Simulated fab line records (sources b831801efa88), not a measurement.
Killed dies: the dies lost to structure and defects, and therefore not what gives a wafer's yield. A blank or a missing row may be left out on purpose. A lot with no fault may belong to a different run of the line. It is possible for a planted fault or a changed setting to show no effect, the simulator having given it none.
A struck lot beside a sound one :: flow sky130 :: 14 steps out of a route of 708
Sound: wafers L930.3, L930.4, L930.6. Struck: wafers L938.2, L938.3, L938.6. The cause is named last.
At each step with rows: each side's tool, then ch and its chambers, then its first start. Under that, the readings that differ: sound wafers :: struck wafers :: difference of the means :: sigmas: that difference in standard deviations of wafers without a fault.
alike: a reading whose means differ by less than 2 such deviations, as well as words and numbers matching on both sides. not compared: withheld readings; readings where some wafer has no value; bounds like >300 that might hide an equal value; numbers whose values overlap and for which the record gives no deviation.
A row with sigmas, a row that says differs or no value, or rows on one side alone: a step with any of these is where the two part. When numbers do not overlap yet have no deviation, they are printed without sigmas and do not part them. A reading that every wafer of one side lacks parts them only if that side has two wafers or more.

first, 1 step without rows for these wafers: SKY_LOCAL_INTERCONNECT_CLEAN_18 (cleans in O3/DIW).
SKY_CONTACT_CVD_00: deposits Si3N4, target thk 75 nm.
  sound on pecvd-04 ch 0,1, day 32 00:47; struck on pecvd-01 ch 0,1,2, day 34 14:18
  alike: heater power outer w, heater power w
SKY_CONTACT_THK_MEAS_01:
  sound: film metro-03 at day 32 00:50; struck: film metro-03 at day 34 14:20
  alike: CONTACT_CVD_00_THK
then, 1 step without rows for these wafers: SKY_CONTACT_HDPCVD_02 (deposits SiO2, target thk 565 nm, time 94.2 s).
SKY_CONTACT_THK_MEAS_03:
  sound: film metro-04 at day 32 00:58; struck: film metro-01 at day 34 14:28
reading: CONTACT_HDPCVD_THK (nm)
sound: 567 570 574
struck: 559 555 563
difference: -11
sigmas: -2
SKY_CONTACT_CMP_04: polishes SiO2.
  sound on cmp-01 ch 1,2, day 32 01:13; struck on cmp-01 ch 2,3, day 34 14:31
  alike: motor current A, time to endpoint s
SKY_CONTACT_BOW_MEAS_05:
  sound: film metro-01 at day 32 01:30; struck: film metro-04 at day 34 14:50
  alike: CONTACT_BOW
then, 5 steps without rows for these wafers: SKY_CONTACT_DEHYDRATE_06 (time 60 s); SKY_CONTACT_HMDS_07 (prime time 60 s); SKY_CONTACT_COAT_08 (resist thk 60 nm); SKY_CONTACT_COAT_09 (resist thk 450 nm); SKY_CONTACT_SOFTBAKE_10 (time 90 s).
SKY_CONTACT_EXPOSE_11: exposes mask CTM1, target cd 170 nm.
  sound on krf scanner-02 ch 0, day 32 14:56; struck on krf scanner-01, day 35 04:32
  no value came back on the struck wafers for exposure dose mJ cm2, focus offset nm (nm); on the sound wafers exposure dose mJ cm2 reads 38.01 38.04 38.00
  alike: mask
next, for these wafers, 1 step has no rows: SKY_CONTACT_PEB_12.

== WHERE THEY PART ==
First at SKY_CONTACT_THK_MEAS_03; last, within this record, at SKY_CONTACT_EXPOSE_11.

WHY: whatever the simulator had introduced
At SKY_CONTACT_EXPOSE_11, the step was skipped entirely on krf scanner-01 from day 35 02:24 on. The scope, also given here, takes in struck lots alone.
